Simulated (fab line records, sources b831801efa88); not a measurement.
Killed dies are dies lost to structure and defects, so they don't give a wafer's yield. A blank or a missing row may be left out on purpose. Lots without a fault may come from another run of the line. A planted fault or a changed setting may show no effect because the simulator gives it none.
Which tool did it? | flow sky130 | 6 lots, 18 wafers sampled, at 4 steps of a route of 708

WHAT THE GAUGES READ, wafer by wafer
SKY_LDD_N_OVL_MEAS_07.
lot  | measured     | on         | LDD_N_OVL (nm)
L865 | day 19 09:45 | overlay-01 | -0.7 -0.9 -1.8
L867 | day 20 18:21 | overlay-01 | 1.4 1.1 -0.2
L873 | day 22 15:27 | overlay-01 | -0.6 0.1 -0.4
L875 | day 23 00:59 | overlay-02 | -0.9 0.1 -1.4
L877 | day 23 21:51 | overlay-02 | -70.1 -72.4 -72.9
L881 | day 25 04:18 | overlay-01 | -70.8 -71.4 -73.1

WHICH TOOL RAN EACH LOT (tool, then ch and the chambers of the sampled wafers, then the start)
lot  | SKY_SONOS_ONO_STRIP_17               | SKY_POLY_GATE_ETCH_15              | SKY_LDD_N_EXPOSE_04
L865 | plasma_asher-02 ch 0,1, day 14 05:13 | rie_diel-02 ch 1,2, day 18 01:27   | iline_stepper-02 ch 0, day 18 18:38
L867 | plasma_asher-01 ch 0,1, day 14 22:55 | rie_diel-03 ch 1,2,3, day 19 09:33 | iline_stepper-01 ch 0, day 20 03:13
L873 | plasma_asher-03 ch 0,1, day 17 00:51 | rie_diel-03 ch 1,2,3, day 21 06:36 | iline_stepper-02 ch 0, day 22 00:12
L875 | plasma_asher-02 ch 0,1, day 17 10:55 | rie_diel-02 ch 1,2, day 21 15:42   | iline_stepper-01 ch 0, day 22 09:29
L877 | plasma_asher-02 ch 0,1, day 18 08:07 | rie_diel-04 ch 0,2,3, day 22 12:59 | iline_stepper-01 ch 0, day 23 06:44
L881 | plasma_asher-03 ch 0,1, day 19 16:52 | rie_diel-03 ch 2,3, day 23 20:26   | iline_stepper-01 ch 0, day 24 13:41
- SKY_SONOS_ONO_STRIP_17: strips in O2/N2.
- SKY_POLY_GATE_ETCH_15: etches BARC in N2/H2, stops on SiO2, time 118.5 s, target depth 110 nm.
- SKY_LDD_N_EXPOSE_04: exposes mask NTM, target cd 840 nm.

THE ANSWER, worked out from the rows above alone
Rule: what is usual is taken from the lots themselves. Put in order of their means at a reading, lots are off if they are a third of the lots or fewer, leave a main group of 4 or more, and stand apart from it by a gap of 3 or more times the standard deviation of the main group's means; of several such gaps the widest counts. A main group whose means are all the same, to the digits that the tables above print for the reading, isn't used. A lot without any number at a reading at which 4 lots or more have one is off too. The other lots that the step has rows for count as sound.
Off: L877, L881, at SKY_LDD_N_OVL_MEAS_07 (LDD_N_OVL). The main group: mean -0.3 nm, standard deviation 0.71.
A tool fits if, at a process step before that reading, it ran every lot that is off, and no sound lot after the first of them. The gauges at SKY_LDD_N_OVL_MEAS_07 are tried like those tools. One fits: iline_stepper-01 at SKY_LDD_N_EXPOSE_04. Its last sound lot is L875 (day 22 09:29), its first lot that is off L877 (day 23 06:44): a fault that began between those two fits.

WHAT THE SIMULATOR HAD PUT IN
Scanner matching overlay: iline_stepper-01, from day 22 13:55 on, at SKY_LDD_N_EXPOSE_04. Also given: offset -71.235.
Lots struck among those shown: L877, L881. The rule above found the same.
